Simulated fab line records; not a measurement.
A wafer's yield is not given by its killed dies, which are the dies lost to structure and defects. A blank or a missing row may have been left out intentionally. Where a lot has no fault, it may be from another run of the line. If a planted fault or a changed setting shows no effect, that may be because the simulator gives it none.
Problem report in the 8D (eight disciplines) form, filled by code -- flow gf180mcu -- the parts of the form that need people (team, actions taken, sign-off) are left out

== 1. THE PROBLEM ==
Mean NSD_RS at GF_PSD_RS_MEAS_14: 47.65 ohm/sq over 6 wafers in 2 lots; fault-free wafers: 46.15 ohm/sq, standard deviation 0.087. That is +17 standard deviations from the usual mean.
The step: measures by four-point-probe.
First observed at day 19 01:10: wafer L124.2, on film-metro-03. Wafers with a number at this step in the record: 36, from 12 lots. By rule, "out" or "out of limits" means more than 4 standard deviations away from the usual mean. Any other wafer with a number is counted as sound.

== 2. WHAT IT IS, WHAT IT ISN'T ==
question,is,is not
which readings at this step,NSD_RS,-
which lots,"L124, L125","L113, L115, L116, L117, L121, L122, L131, L132, L133, L134"
which wafers of those lots,all that have a number,-
read on which gauges,film-metro-03,"film-metro-02, film-metro-04"
when,from day 19 01:10,"up to then (18 sound wafers); but 12 sound wafers of L131, L132, L133, L134 came after"

== 3. WHAT RULES OUT EACH SUSPECT ==
Counting: any tool at a process step up to the reading is kept as a suspect provided that every lot that is out went through it and no sound lot did after the first of them.
- the gauge at GF_PSD_RS_MEAS_14 has been ruled out. All the wafers that are out were read on film-metro-03, but those of them that GF_PSD_RTA_13 has rows for are out there too, on other tools.
- rtp-anneal-01 at GF_PSD_RTA_13 (time 20 s): ruled out as a lasting fault. Sound lots L133, L134 ran on it after its first lot that is out, L124 (day 19 01:05).
Left after counting: nothing in the record.

== 4. THE CAUSE (what the simulator had put in) ==
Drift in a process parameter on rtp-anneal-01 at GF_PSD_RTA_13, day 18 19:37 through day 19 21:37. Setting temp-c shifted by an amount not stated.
It was ruled out by counting, in error; the rule expects a fault to strike all lots run on its tool from its start on, and this fault did not.

== 5. THE EFFECT CHAIN, in route order ==
Rows list readings where the struck wafers' mean (over those with a number) sits beyond 3 standard deviations from the usual. Only readings for which the record gives a usual standard deviation are gone through. hours: the time from each lot's start at the first step in this table that gives one to its start at this step, as a median over the lots. sigmas: the change in usual standard deviations.
hours,step,reading,usual,on struck wafers,change,sigmas
0,GF_PSD_RTA_13,wafer_temp_C_max,1030.2,1018.0,-12.2,-8.7
0,GF_PSD_RS_MEAS_14,NSD_RS,46.15 ohm/sq,47.65,+1.50,+17
0,GF_PSD_RS_MEAS_15,PSD_RS,108.6 ohm/sq,116.0,+7.4,+22
The process steps in it:
- GF_PSD_RTA_13: time 20 s.

== 6. WHAT WOULD HAVE CAUGHT IT SOONER ==
The first out-of-limits reading at a measuring or inspecting step in this record came at day 19 01:10, 6 hours after the fault's start at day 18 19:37.
The tool's own readings at GF_PSD_RTA_13 were out on every struck wafer that the step has a row for (wafer_temp_C_max): an alarm limit on them would have fired on the first of those.
